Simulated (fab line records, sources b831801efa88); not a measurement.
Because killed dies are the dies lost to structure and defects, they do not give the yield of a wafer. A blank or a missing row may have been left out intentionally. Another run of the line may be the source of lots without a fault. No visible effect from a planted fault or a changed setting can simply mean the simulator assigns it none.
Which of the tools did it? ; flow gf180mcu ; 13 lots, 39 wafers sampled, at 5 steps of a route of 602

== WHAT THE GAUGES SHOWED, per wafer ==
GF_M3_THK_MEAS_06: measures by xrf. Usual: M3_ALCU_THK gives 445 nm (standard deviation 6.3).
lot;measured;on;M3_ALCU_THK (nm);flag
L671;day 20 06:07;filmMetro-03;450 448 451;
L672;day 20 16:18;filmMetro-02;437 438 440;
L673;day 20 19:08;filmMetro-04;447 452 458;
L674;day 21 11:11;filmMetro-03;446 441 445;
L675;day 21 19:00;filmMetro-03;448 447 447;
L676;day 22 05:57;filmMetro-03;441 445 445;
L677;day 22 19:17;filmMetro-03;445 445 451;
L678;day 23 04:26;filmMetro-02;437 440 435;
L683;day 24 21:29;filmMetro-03;447 443 445;
L685;day 25 10:20;filmMetro-03;441 437 434;
L686;day 25 15:02;filmMetro-02;438 443 436;
L687;day 25 20:47;filmMetro-03;441 441 444;
L688;day 26 03:37;filmMetro-03;457 456 450;

GF_M5_CD_MEAS_07 targets a cd of 280 nm. Usual: cdNm 279.8 nm, standard deviation 1.3.
lot;measured;on;cdNm (nm);flag
L671;day 26 05:17;cdSem-02;277.4 277.0 277.8;
L672;day 26 14:05;cdSem-01;279.0 278.3 279.4;
L673;day 26 18:10;cdSem-01;278.4 279.0 279.3;
L674;day 27 06:44;cdSem-02;278.7 277.8 277.6;
L675;day 27 12:43;cdSem-01;279.1 279.5 280.4;
L676;day 27 21:49;cdSem-02;279.7 279.8 279.9;
L677;day 28 09:16;cdSem-02;280.8 279.4 282.1;
L678;day 28 17:34;cdSem-02;277.7 279.1 278.3;
L683;day 30 02:48;cdSem-01;278.4 277.7 277.9;
L685;day 30 14:53;cdSem-01;279.8 279.8 280.0;
L686;day 30 19:11;cdSem-02;280.9 280.4 279.6;
L687;day 30 23:49;cdSem-02;282.4 281.5 282.3;
L688;day 31 06:38;cdSem-01;280.6 280.2 279.2;

GF_M5_OVL_MEAS_08. Usual: M5_OVL gives 1 nm (standard deviation 5.3).
lot;measured;on;M5_OVL (nm);flag
L671;day 26 05:24;overlay-02;1 1 0;
L672;day 26 14:11;overlay-01;3 8 9;
L673;day 26 18:16;overlay-01;-1 -3 5;
L674;day 27 06:51;overlay-01;14 1 6;
L675;day 27 12:50;overlay-02;-1 -6 -2;
L676;day 27 21:56;overlay-01;5 4 -6;
L677;day 28 09:23;overlay-01;5 6 2;
L678;day 28 17:41;overlay-01;4 11 10;
L683;day 30 02:55;overlay-02;4 -1 2;
L685;day 30 14:59;overlay-02;0 2 1;
L686;day 30 19:18;overlay-01;2 -7 2;
L687;day 30 23:56;overlay-01;-5 -8 2;
L688;day 31 06:43;overlay-02;7 7 3;

GF_V5_CD_MEAS_14 targets a cd of 260 nm. Usual: cdNm 260.4 nm, standard deviation 1.1.
lot;measured;on;cdNm (nm);flag
L671;day 27 04:07;cdSem-02;261.5 261.3 262.8;
L672;day 27 11:33;cdSem-02;258.1 257.8 259.1;
L673;day 27 16:09;cdSem-01;260.7 259.8 260.9;
L674;day 28 03:57;cdSem-02;258.9 260.0 259.2;
L675;day 28 10:23;cdSem-01;259.6 259.4 258.6;
L676;day 28 17:55;cdSem-01;259.7 261.0 258.8;
L677;day 29 06:14;cdSem-02;261.7 261.0 260.1;
L678;day 29 14:14;cdSem-02;258.7 260.0 259.5;
L683;day 30 21:57;cdSem-01;258.3 256.0 258.2;
L685;day 31 10:03;cdSem-02;258.0 257.0 258.8;
L686;day 31 14:10;cdSem-01;260.0 260.5 260.2;
L687;day 31 18:29;cdSem-01;260.9 261.7 259.6;
L688;day 32 01:31;cdSem-01;260.3 259.8 260.6;

== TOOL THAT RAN EACH LOT (tool first, then ch and the chambers of the sampled wafers, then the start) ==
lot;GF_V5_PEB_12
L671;lithoTrack-04 ch 0, day 27 03:46
L672;lithoTrack-01 ch 0, day 27 11:13
L673;lithoTrack-04 ch 0, day 27 15:50
L674;lithoTrack-03 ch 0, day 28 03:37
L675;lithoTrack-03 ch 0, day 28 10:02
L676;lithoTrack-04 ch 0, day 28 17:34
L677;lithoTrack-03 ch 0, day 29 05:53
L678;lithoTrack-01 ch 0, day 29 13:53
L683;lithoTrack-01 ch 0, day 30 21:37
L685;lithoTrack-01 ch 0, day 31 09:43
L686;lithoTrack-04 ch 0, day 31 13:49
L687;lithoTrack-03 ch 0, day 31 18:08
L688;lithoTrack-04 ch 0, day 32 01:13
- GF_V5_PEB_12: peb time 90 s.

== WHAT THE TOOLS THEMSELVES READ (means of the sampled wafers that have a number; where no wafer has one, the mark that the record gives instead) ==
GF_V5_PEB_12. Usual: heaterPowerTotalW 85.70 W, standard deviation 0.082.
lot;tool;heaterPowerTotalW (W);flag
L671;lithoTrack-04;85.69;
L672;lithoTrack-01;85.64;
L673;lithoTrack-04;85.64;
L674;lithoTrack-03;85.77;
L675;lithoTrack-03;85.67;
L676;lithoTrack-04;85.63;
L677;lithoTrack-03;85.68;
L678;lithoTrack-01;85.75;
L683;lithoTrack-01;89.40;OFF
L685;lithoTrack-01;89.38;OFF
L686;lithoTrack-04;85.69;
L687;lithoTrack-03;85.65;
L688;lithoTrack-04;85.62;

== THE ANSWER, worked out from the rows above alone ==
Rule: lot off if the mean of its wafers having a number is beyond 3 standard deviations from the usual mean. Also off: a lot with no number at a reading for which 4 or more lots have one. All remaining lots with rows at the step are treated as sound. Order of review: gauges by route order, followed by the tools' own readings, for which a lot's mean as printed above is used. The first step at which some lot is off is used, and at that step the reading that is off furthest; a lot without a number counts as furthest.
Off at GF_V5_PEB_12 (heaterPowerTotalW): L683, L685.
A tool fits if, at that step or a process step before it, it ran every lot that is off, and no sound lot after the first of them. One fits: GF_V5_PEB_12 on lithoTrack-01. Its last sound lot is L678 (day 29 13:53), its first lot that is off L683 (day 30 21:37): a fault that began between those two fits.
On the lots that are off, the tool's own readings at GF_V5_PEB_12 differ by more than 5 times the standard deviation of the sound lots' means, which bears it out; heaterPowerTotalW reads 89.39 W there versus 85.68 W on the sound lots.

== WHAT THE SIMULATOR HAD INSERTED ==
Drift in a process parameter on lithoTrack-01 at GF_V5_PEB_12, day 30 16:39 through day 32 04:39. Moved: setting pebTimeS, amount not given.
Lots struck among those shown: L683, L685. The rule given above showed the same thing.
